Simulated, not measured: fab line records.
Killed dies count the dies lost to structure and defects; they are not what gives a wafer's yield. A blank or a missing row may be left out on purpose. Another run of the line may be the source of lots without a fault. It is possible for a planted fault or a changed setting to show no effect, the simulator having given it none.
A struck lot beside a sound one -- flow sky130 -- 18 steps out of a route of 708
Sound: the wafers L283.3, L283.4, L283.5. Wafers L268.3, L268.4, L268.5 were the ones struck. The cause is given at the end.
At each step with rows: each side's tool, then ch and its chambers, then its first start. Under that, the readings that differ: sound wafers -- struck wafers -- difference of the means -- sigmas: that difference in standard deviations of wafers without a fault.
alike: readings whose means differ by less than 2 such deviations, and words and numbers that are the same on both sides. not compared: withheld readings, readings that some wafer has no value for, bounds like >300 that may hide the same value, and numbers for which the record gives no deviation and whose values overlap.
A row with sigmas, a row that says differs or no value, or rows on one side alone: a step with any of these is where the two part. Numbers that have no deviation but don't overlap get no sigmas and don't part them. Lack of a reading on every wafer of one side parts them only where that side has two or more wafers.

first, 5 steps without rows for these wafers: SKY_VT_ADJUST_LVTN_COAT_02 (resist thk 3000 nm); SKY_VT_ADJUST_LVTN_SOFTBAKE_03; SKY_VT_ADJUST_LVTN_EXPOSE_04 (exposes mask NWM COMPLEMENT LESS NATIVE, target cd 840 nm); SKY_VT_ADJUST_LVTN_PEB_05; SKY_VT_ADJUST_LVTN_DEVELOP_06 (develop time 60 s).
SKY_VT_ADJUST_LVTN_OVL_MEAS_07:
  sound on overlay-02, day 11 23:20; struck on overlay-02, day 8 02:26
  alike: VT_ADJUST_LVTN_OVL
then, 1 step without rows for these wafers: SKY_VT_ADJUST_LVTN_IMPLANT_08.
SKY_VT_ADJUST_LVTN_STRIP_09: strips in O2/N2.
  sound on plasma_asher-04 ch 0,1, day 11 23:32; struck on plasma_asher-04 ch 0,1, day 8 02:38
  alike: chamber_pressure_mTorr, drypump_motor_current_A, oes_product_au, strip_time_to_endpoint_s
  not compared: rf_hours_counter_h
SKY_VT_ADJUST_LVTN_TW_MEAS_10:
  sound on film_metro-02, day 11 23:37; struck on film_metro-01, day 8 02:43
  alike: VT_ADJUST_LVTN_TW
then, 3 steps without rows for these wafers: SKY_VT_ADJUST_LVTN_DEHYDRATE_11 (time 60 s); SKY_VT_ADJUST_LVTN_HMDS_12 (prime time 60 s); SKY_VT_ADJUST_LVTN_COAT_13 (resist thk 1140 nm).
SKY_VT_ADJUST_LVTN_SOFTBAKE_14: time 60 s.
  sound on litho_track-04 ch 0, day 12 10:40; struck on litho_track-04 ch 0, day 8 12:25
reading,sound,struck,difference,sigmas
run_length_s (s),88.73 89.02 88.96,112.37 112.16 112.55,+23.46,+81
model.NOVOLAK_of_VT_ADJUST_LVTN_COAT_13.thk_nm (nm),1139 1139 1141,1137 1137 1138,-2,
then, 2 steps without rows for these wafers: SKY_VT_ADJUST_LVTN_EXPOSE_15 (exposes mask HVN STD DERIVED, target cd 600 nm); SKY_VT_ADJUST_LVTN_PEB_16.
SKY_VT_ADJUST_LVTN_DEVELOP_17: develop time 60 s.
  sound on litho_track-02 ch 0, day 12 22:13; struck on litho_track-03 ch 0, day 8 22:31
  not compared: model.NOVOLAK_of_VT_ADJUST_LVTN_COAT_13.thk_nm
SKY_VT_ADJUST_LVTN_OVL_MEAS_18:
  sound on overlay-02, day 12 22:20; struck on overlay-02, day 8 22:38
  alike: VT_ADJUST_LVTN_01_OVL
-- record jumps: 38 days separate the struck wafers' starts on either side; left off in module VT_ADJUST_LVTN, taken up again in module PAD_OPEN, whose first shown step is the route's number 708 --
SKY_PAD_OPEN_PROBE_99:
  sound on prober-02, day 50 01:56; struck on prober-01, day 46 22:50
reading,sound,struck,difference,sigmas
killed_at_M0_to_M3,35 38,56 50 58,+18,+2
killed_dies,79 77,105 98 111,+27,+3
killed_open,43 35,66 62 66,+26,+3
  alike: killed_at_M4_up, killed_at_contacts, killed_at_front_end, killed_at_other, killed_short

## WHERE THEY PART
Last at SKY_PAD_OPEN_PROBE_99 as far as this record goes, first at SKY_VT_ADJUST_LVTN_SOFTBAKE_14.

WHY: whatever the simulator had introduced
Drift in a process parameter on litho_track-04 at SKY_VT_ADJUST_LVTN_SOFTBAKE_14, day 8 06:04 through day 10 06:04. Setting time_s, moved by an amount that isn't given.
